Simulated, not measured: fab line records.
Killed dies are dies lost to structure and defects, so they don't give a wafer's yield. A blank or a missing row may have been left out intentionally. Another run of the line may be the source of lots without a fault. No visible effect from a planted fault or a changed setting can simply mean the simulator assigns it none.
Matching of chambers / flow gf180mcu / GF_STI_ETCH_14 on rie si-02: 3 sister chambers
The step etches Si in HBr/Cl2/O2, target depth 360 nm, time 102.9 s. 6 wafers are shown with their chamber, then 5 later ones without.

EACH WAFER AND ITS CHAMBER
wafer=L859.3; chamber=3; drypump motor current A (A)=6.7; oes product au (a.u.)=1.001
wafer=L859.5; chamber=2; drypump motor current A (A)=6.1; oes product au (a.u.)=1.000
wafer=L864.3; chamber=0; drypump motor current A (A)=5.6; oes product au (a.u.)=1.026
wafer=L864.4; chamber=3; drypump motor current A (A)=6.7; oes product au (a.u.)=1.003
wafer=L864.6; chamber=2; drypump motor current A (A)=6.1; oes product au (a.u.)=1.002
wafer=L874.1; chamber=0; drypump motor current A (A)=5.7; oes product au (a.u.)=0.997

WAFERS WITH NO CHAMBER GIVEN
wafer=L874.2; drypump motor current A (A)=6.1; oes product au (a.u.)=1.014
wafer=L878.1; drypump motor current A (A)=5.6; oes product au (a.u.)=0.985
wafer=L878.2; drypump motor current A (A)=6.1; oes product au (a.u.)=0.998
wafer=L879.1; drypump motor current A (A)=6.1; oes product au (a.u.)=1.003
wafer=L879.2; drypump motor current A (A)=5.6; oes product au (a.u.)=1.008

WHICH CHAMBER EACH WENT THROUGH
wafer=L874.2; from the rows above=2; in truth=2
wafer=L878.1; from the rows above=0; in truth=0
wafer=L878.2; from the rows above=2; in truth=2
wafer=L879.1; from the rows above=2; in truth=2
wafer=L879.2; from the rows above=0; in truth=0
5 of 5 placed correctly. From these rows, 0 cannot be placed. Placed wrongly: 0.
How it was worked out, from the rows above alone: a wafer's distance from a chamber is the root of the sum, over the readings, of the square of ((its reading less the chamber's mean) divided by the reading's scatter). The wafer belongs to the nearest chamber; if the next one is less than 2 further off, it can't be placed. A chamber's mean is the mean of its shown wafers. The scatter: take each reading less its chamber's mean, square it, sum over the shown wafers, divide by the number of wafers less the number of chambers, and take the root.
